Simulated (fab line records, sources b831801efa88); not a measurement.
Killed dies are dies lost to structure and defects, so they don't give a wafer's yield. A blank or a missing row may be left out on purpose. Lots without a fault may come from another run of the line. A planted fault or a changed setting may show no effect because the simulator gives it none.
Which tool did it? | flow gf180mcu | 14 lots, 42 wafers sampled, at 4 steps of a route of 602

WHAT THE GAUGES READ, wafer by wafer
GF_VT_IMPLANT_TW_MEAS_32. Usual: VT_IMPLANT_3_TW 267.0, standard deviation 2.1.
lot  | measured     | on            | VT_IMPLANT_3_TW   | flag
L195 | day 7 01:21  | film_metro-02 | 265.6 264.6 264.6 |
L196 | day 7 08:12  | film_metro-04 | 265.9 265.2 267.0 |
L197 | day 7 17:01  | film_metro-04 | 267.5 267.8 266.4 |
L198 | day 7 21:28  | film_metro-04 | 266.3 268.0 268.0 |
L200 | day 8 11:09  | film_metro-02 | 265.1 264.3 265.4 |
L201 | day 8 16:55  | film_metro-03 | 269.9 270.2 269.2 |
L204 | day 9 14:13  | film_metro-02 | 266.1 267.5 265.5 |
L207 | day 10 07:36 | film_metro-04 | 267.3 267.7 265.8 |
L209 | day 11 02:11 | film_metro-02 | 264.0 266.0 266.0 |
L211 | day 11 14:58 | film_metro-03 | 270.0 269.1 270.0 |
L214 | day 12 05:37 | film_metro-03 | 269.4 270.4 270.9 |
L215 | day 12 14:10 | film_metro-02 | 264.5 265.4 265.5 |
L216 | day 12 20:43 | film_metro-02 | 265.5 264.0 265.5 |
L217 | day 13 04:55 | film_metro-04 | 265.5 264.8 264.4 |

GF_HV_LDD_TW_MEAS_50. Usual: HV_LDD_4_TW 571, standard deviation 3.4.
lot  | measured     | on            | HV_LDD_4_TW             | flag
L195 | day 12 16:35 | film_metro-04 | 573 571 573             |
L196 | day 12 21:49 | film_metro-01 | 570 572 573             |
L197 | day 13 08:04 | film_metro-01 | 575 576 573             |
L198 | day 13 12:03 | film_metro-03 | 571 570 568             |
L200 | day 14 08:44 | film_metro-01 | 572 570 572             |
L201 | day 14 15:26 | film_metro-01 | 572 570 572             |
L204 | day 15 18:07 | film_metro-03 | 574 576 575             |
L207 | day 16 15:01 | film_metro-04 | 571 568 568             |
L209 | day 17 14:41 | film_metro-03 | 864 867 862 866 864 866 | OFF
L211 | day 18 08:41 | film_metro-03 | 867 867 865 866 866 864 | OFF
L214 | day 19 00:02 | film_metro-04 | 565 566 567             |
L215 | day 19 11:11 | film_metro-01 | 579 575 578             |
L216 | day 19 19:47 | film_metro-04 | 568 564 566             |
L217 | day 20 05:49 | film_metro-01 | 570 576 575             |

GF_NSD_OVL_MEAS_08. Usual: NSD_OVL -0.9 nm, standard deviation 1.4.
lot  | measured     | on         | NSD_OVL (nm)   | flag
L195 | day 13 18:08 | overlay-02 | -1.4 -3.0 -1.6 |
L196 | day 13 22:08 | overlay-01 | -0.5 0.6 -0.6  |
L197 | day 14 08:50 | overlay-01 | 1.2 0.8 -0.1   |
L198 | day 14 13:10 | overlay-01 | -1.7 -0.4 -0.3 |
L200 | day 15 10:08 | overlay-02 | -1.3 -3.7 -2.1 |
L201 | day 15 15:59 | overlay-01 | -0.1 -1.8 -1.8 |
L204 | day 16 18:53 | overlay-01 | -2.4 -1.3 -1.5 |
L207 | day 17 17:08 | overlay-01 | -1.5 0.3 -0.5  |
L214 | day 20 03:02 | overlay-02 | -1.3 -2.9 -1.7 |
L215 | day 20 14:23 | overlay-02 | 1.6 -0.2 -2.4  |
L216 | day 20 22:38 | overlay-02 | -2.3 -2.0 -1.6 |
L217 | day 21 08:43 | overlay-02 | -2.6 -0.4 -1.8 |

WHICH TOOL RAN EACH LOT (tool, then ch and the chambers of the sampled wafers, then the start)
lot  | GF_HV_LDD_IMPLANT_48
L195 | implanter-01 ch 0, day 12 16:20
L196 | implanter-02 ch 0, day 12 21:34
L197 | implanter-04 ch 0, day 13 07:49
L198 | implanter-01 ch 0, day 13 11:50
L200 | implanter-02 ch 0, day 14 08:29
L201 | implanter-02 ch 0, day 14 15:13
L204 | implanter-01 ch 0, day 15 17:53
L207 | implanter-01 ch 0, day 16 14:46
L209 | implanter-02 ch 0, day 17 14:28
L211 | implanter-02 ch 0, day 18 08:26
L214 | implanter-04 ch 0, day 18 23:47
L215 | implanter-01 ch 0, day 19 10:56
L216 | implanter-04 ch 0, day 19 19:32
L217 | implanter-04 ch 0, day 20 05:36
- GF_HV_LDD_IMPLANT_48

WHAT THE TOOLS THEMSELVES READ (means of the sampled wafers that have a number; where no wafer has one, the mark that the record gives instead)
GF_HV_LDD_IMPLANT_48. Usual: beam_on_s 10.02 s, standard deviation 0.19; dose_ions_cm2 3e+13, standard deviation 3.4e+10; faraday_current_uA 169, standard deviation 3.1.
lot  | tool         | beam_on_s (s) | dose_ions_cm2 | faraday_current_uA | flag
L195 | implanter-01 | 10.00         | 3e+13         | 169                |
L196 | implanter-02 | 10.14         | 3e+13         | 167                |
L197 | implanter-04 | 9.96          | 3e+13         | 170                |
L198 | implanter-01 | 10.11         | 3e+13         | 168                |
L200 | implanter-02 | 10.03         | 3e+13         | 169                |
L201 | implanter-02 | 9.99          | 3e+13         | 170                |
L204 | implanter-01 | 9.97          | 3e+13         | 170                |
L207 | implanter-01 | 9.93          | 3e+13         | 170                |
L209 | implanter-02 | 10.49         | 1e+14         | 599                | OFF
L211 | implanter-02 | 10.49         | 1e+14         | 602                | OFF
L214 | implanter-04 | 10.20         | 3e+13         | 166                |
L215 | implanter-01 | 10.01         | 3e+13         | 169                |
L216 | implanter-04 | 10.07         | 3e+13         | 168                |
L217 | implanter-04 | 10.09         | 3e+13         | 168                |

THE ANSWER, worked out from the rows above alone
Rule: a lot is off if the mean of its wafers that have a number lies more than 3 standard deviations from the usual mean. A lot without any number at a reading at which 4 lots or more have one is off too. The other lots that the step has rows for count as sound. The gauges are gone through in route order, then the tools' own readings, and for those a lot's mean is taken as printed above. The first step at which some lot is off is used, and at that step the reading that is off furthest; a lot without a number counts as furthest.
Off: L209, L211, at GF_HV_LDD_TW_MEAS_50 (HV_LDD_4_TW).
A tool fits if, at a process step before that reading, it ran every lot that is off, and no sound lot after the first of them. The gauges at GF_HV_LDD_TW_MEAS_50 aren't tried: what is off there is off at GF_HV_LDD_IMPLANT_48 too, on other tools, and a gauge's error can't cause that. One fits: implanter-02 at GF_HV_LDD_IMPLANT_48. Its last sound lot is L201 (day 14 15:13), its first lot that is off L209 (day 17 14:28): a fault that began between those two fits.
The tool's own readings at GF_HV_LDD_IMPLANT_48 bear it out: on the lots that are off they differ by more than 5 times the standard deviation of the sound lots' means. beam_on_s reads 10.49 s there against 10.04 s on the sound lots; dose_ions_cm2 reads 1e+14 there against 3e+13 on the sound lots; faraday_current_uA reads 600 there against 169 on the sound lots.

WHAT THE SIMULATOR HAD PUT IN
Process parameter drift: implanter-02, from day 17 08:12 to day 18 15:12, at GF_HV_LDD_IMPLANT_48. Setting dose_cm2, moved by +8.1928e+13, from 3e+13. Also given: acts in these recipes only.
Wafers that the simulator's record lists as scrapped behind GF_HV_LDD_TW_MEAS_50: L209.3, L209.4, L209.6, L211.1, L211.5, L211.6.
Lots struck among those shown: L209, L211. The rule above found the same.
